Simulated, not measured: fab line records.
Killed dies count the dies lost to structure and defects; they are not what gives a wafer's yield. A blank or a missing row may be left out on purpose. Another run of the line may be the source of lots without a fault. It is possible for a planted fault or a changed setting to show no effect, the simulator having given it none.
fab line records ; flow sfq_line
record: lots: 15; wafers: 45; last_day: 88
route steps=325 shown M1@65
lots with no fault: from the same line, run without faults
start_h: start of the lot's first displayed wafer, in hours after the record's first day ; wait_h: hours since the lot's step before ; " identical to the entry in the row above ; L1.1+2: one row covering several wafers at once ; - value missing, or start not given ; * or withheld: withheld ; < > ~ a bound
route shown NAME@n: a module of which the file shows steps, and the number in the route of the first ; usual: mean/standard deviation of fault-free wafers ; same: alike in all rows ; chamber/n: place in a boat ; sites: per-site readings ; _std_site: standard deviation of those values ; _edge_site: mean of outer sites minus mean of inner sites ; radius_mm: how far each site lies from the wafer's centre ; mask NAME#n: copy n ; behind: tool/chamber where the wafer was last shaped ; hold: what put the lot on hold/how long, in hours/how the hold closed ; device: whichever transistor did not switch (one of n, p or np) ; end of line: the tests these same wafers got at the end of their route ; a step without rows: its recipe alone ; killed: the dies lost at the first sort to structure and to defects; this is not the yield of the wafer ; map: the dies of a wafer, with x for killed, . for not killed, _ for no die there
set.NAME: the setting that was run; set.NAME@STEP: the one run at that earlier step ; model.NAME: the simulator's own value behind a step, which no gauge read
route steps across a sampled set of lots; one table per step, one row per wafer
services: from which hour (start_h, from the record's first day; less than 0 if before it) a tool's chamber was out of use, for how many hours, and why
== steps ==
step: SFQ_TRILAYER_M1_LITHO_EXPOSE_040
recipe: mask_id: M1; na: 0.6; source_shape: conventional; sigma_outer: 0.65; target_cd_nm: 500; dose_mj: 14.4
usual: exposure_dose_mJ_cm2: 14.399/0.014
same: sigma_outer: 0.65
lot.wafer;tool;chamber;start_h;wait_h;mask;exposure_dose_mJ_cm2
L923.1;krf_scanner-02;0;557.08;-;M1#0;14.373
L923.3;krf_scanner-02;0;557.08;-;M1#0;14.391
L923.5;krf_scanner-02;0;557.08;-;M1#0;14.407
L924.3;krf_scanner-01;0;573.20;-;M1#0;14.390
L924.5;krf_scanner-01;0;573.20;-;M1#0;14.378
L924.6;krf_scanner-01;0;573.20;-;M1#0;14.399
L925.3;krf_scanner-02;0;586.88;-;M1#0;14.402
L925.4;krf_scanner-02;0;586.88;-;M1#0;14.376
L925.6;krf_scanner-02;0;586.88;-;M1#0;14.402
L926.1;krf_scanner-02;0;597.28;-;M1#0;14.419
L926.2;krf_scanner-02;0;597.28;-;M1#0;14.415
L926.3;krf_scanner-02;0;597.28;-;M1#0;14.402
L928.1;krf_scanner-02;0;612.88;-;M1#0;14.409
L928.3;krf_scanner-02;0;612.88;-;M1#0;14.400
L928.5;krf_scanner-02;0;612.88;-;M1#0;14.415
L929.1;krf_scanner-01;0;627.80;-;M1#0;14.402
L929.2;krf_scanner-01;0;627.80;-;M1#0;14.410
L929.6;krf_scanner-01;0;627.80;-;M1#0;14.431
L930.1;krf_scanner-02;0;639.40;-;M1#0;14.386
L930.3;krf_scanner-02;0;639.40;-;M1#0;14.387
L930.5;krf_scanner-02;0;639.40;-;M1#0;14.386
L936.3;krf_scanner-01;0;684.66;-;M1#0;17.633
L936.5;krf_scanner-01;0;684.66;-;M1#0;17.633
L936.6;krf_scanner-01;0;684.66;-;M1#0;17.656
L937.1;krf_scanner-01;0;690.26;-;M1#0;17.632
L937.2;krf_scanner-01;0;690.26;-;M1#0;17.607
L937.4;krf_scanner-01;0;690.26;-;M1#0;17.614
L938.2;krf_scanner-01;0;695.26;-;M1#0;17.628
L938.5;krf_scanner-01;0;695.26;-;M1#0;17.634
L938.6;krf_scanner-01;0;695.26;-;M1#0;17.654
L940.2;krf_scanner-02;0;725.38;-;M1#0;14.385
L940.3;krf_scanner-02;0;725.38;-;M1#0;14.395
L940.6;krf_scanner-02;0;725.38;-;M1#0;14.401
L942.1;krf_scanner-02;0;740.78;-;M1#0;14.382
L942.2;krf_scanner-02;0;740.78;-;M1#0;14.378
L942.5;krf_scanner-02;0;740.78;-;M1#0;14.408
L943.2;krf_scanner-02;0;754.18;-;M1#0;14.391
L943.3;krf_scanner-02;0;754.18;-;M1#0;14.401
L943.6;krf_scanner-02;0;754.18;-;M1#0;14.401
L944.1;krf_scanner-02;0;769.58;-;M1#0;14.389
L944.2;krf_scanner-02;0;769.58;-;M1#0;14.392
L944.4;krf_scanner-02;0;769.58;-;M1#0;14.396
L945.1;krf_scanner-02;0;777.98;-;M1#0;14.411
L945.2;krf_scanner-02;0;777.98;-;M1#0;14.410
L945.5;krf_scanner-02;0;777.98;-;M1#0;14.416
== services ==
tool;chamber;start_h;hours;kind
krf_scanner-02;-;561.88;3.6;pm
krf_scanner-01;-;577.95;0.6;repair
krf_scanner-01;-;602.98;0.7;repair
krf_scanner-01;-;607.60;1.0;pm
krf_scanner-02;-;625.39;0.2;repair
krf_scanner-01;-;632.60;0.8;pm
krf_scanner-01;-;659.44;0.9;repair
krf_scanner-01;-;662.40;6.3;repair
krf_scanner-02;-;669.40;0.8;pm
krf_scanner-02;-;688.53;1.0;pm
krf_scanner-02;-;692.03;1.3;pm
krf_scanner-01;-;704.66;1.3;pm
krf_scanner-01;-;745.91;0.3;repair
krf_scanner-01;-;776.03;1.0;pm
== key ==
first_sign: step: SFQ_TRILAYER_M1_LITHO_EXPOSE_040; reading: exposure_dose_mJ_cm2; direction: up; sigmas: 99+; usual: 14.399; struck: 17.632
effect none on later readings
met_at SFQ_TRILAYER_M1_LITHO_EXPOSE_040
struck_lots L936,L937,L938
onset_between 627.80 684.66
fault: kind: process_parameter_drift; tool: krf_scanner-01; chamber: -; onset_h: 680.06; steps: SFQ_TRILAYER_M1_LITHO_EXPOSE_040; channel: dose_mj; offset: 3.2372; shape: step; acts_in: these_recipes_only; stated: 14.4
